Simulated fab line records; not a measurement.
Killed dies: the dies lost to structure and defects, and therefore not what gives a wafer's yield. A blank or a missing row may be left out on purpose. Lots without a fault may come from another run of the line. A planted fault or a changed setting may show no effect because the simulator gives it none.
Code-filled problem report in 8D (eight disciplines) form / flow gf180mcu / the parts of the form that need people (team, actions taken, sign-off) are left out

## 1. WHAT IS WRONG
Mean of exposure_dose_mJ_cm2 at GF_V5_EXPOSE_11: 38.50 across 9 wafers in 3 lots; on wafers with no fault it is 37.97 (standard deviation 0.043). That puts it +12 standard deviations away from the usual mean.
The step: exposes mask Via5, target cd 260 nm.
Earliest sighting: wafer L796.1 on krf_scanner-01 at day 30 01:56. Wafers with a number at this step in the record: 21, from 7 lots. Rule for "out", or "out of limits": more than 4 standard deviations from the usual mean. The other wafers with a number count as sound.

## 2. WHAT THIS IS AND IS NOT
question=which readings at this step | is=exposure_dose_mJ_cm2 | is not=-
question=which lots | is=L796, L797, L798 | is not=L786, L790, L800, L801
question=which wafers of those lots | is=all that have a number | is not=-
question=read on which tools | is=krf_scanner-01 | is not=krf_scanner-02
question=when | is=from day 30 01:56 | is not=up to then (6 sound wafers); but 6 sound wafers of L800, L801 came after

## 3. SUSPECTS, AND WHAT RULES EACH OUT
Counting: a tool at any process step up to the reading remains a suspect when it ran all the lots that are out and ran no sound lot after the first of those.
- cmp-01 at GF_V5_CMP_04 (polishes SiO2): kept. It ran every lot that is out, first L796 (day 29 17:53), and no sound lot after that.
- krf_scanner-01 at GF_V5_EXPOSE_11 (exposes mask Via5, target cd 260 nm): kept. Every lot that is out went through it, starting with L796 (day 30 01:56), and after that it ran no sound lot; the last sound lot it ran before then is L786 (day 26 18:40). Its own exposure_dose_mJ_cm2 readings are out on those wafers.
The count leaves krf_scanner-01 at GF_V5_EXPOSE_11 and cmp-01 at GF_V5_CMP_04.

## 4. THE CAUSE (what the simulator had put in)
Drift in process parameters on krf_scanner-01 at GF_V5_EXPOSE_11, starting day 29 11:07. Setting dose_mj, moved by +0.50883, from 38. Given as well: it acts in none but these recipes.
Counting left 2 suspects, and this tool is among them.

## 5. SEQUENCE OF EFFECTS, ordered by route
Rows list readings where the struck wafers' mean (over those with a number) sits beyond 3 standard deviations from the usual. Scope: only readings with a usual standard deviation given in the record; hours: median across lots of the time from each lot's start at the first step in this table that gives one to its start at this step; sigmas: change in usual standard deviations.
hours=0; step=GF_V5_EXPOSE_11; reading=exposure_dose_mJ_cm2; usual=37.97; on struck wafers=38.50; change=+0.53; sigmas=+12
The process steps in it:
- GF_V5_EXPOSE_11: exposes mask Via5, target cd 260 nm.
Later steps that measure or inspect, where all struck wafers having a row at the step show a number for every such reading and not one has moved that far: GF_V5_CD_MEAS_14, GF_V5_OVL_MEAS_15.

## 6. WHAT WOULD HAVE CAUGHT IT SOONER
In this record the first reading out of limits was taken at day 30 01:56, 15 hours after the fault began at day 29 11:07.
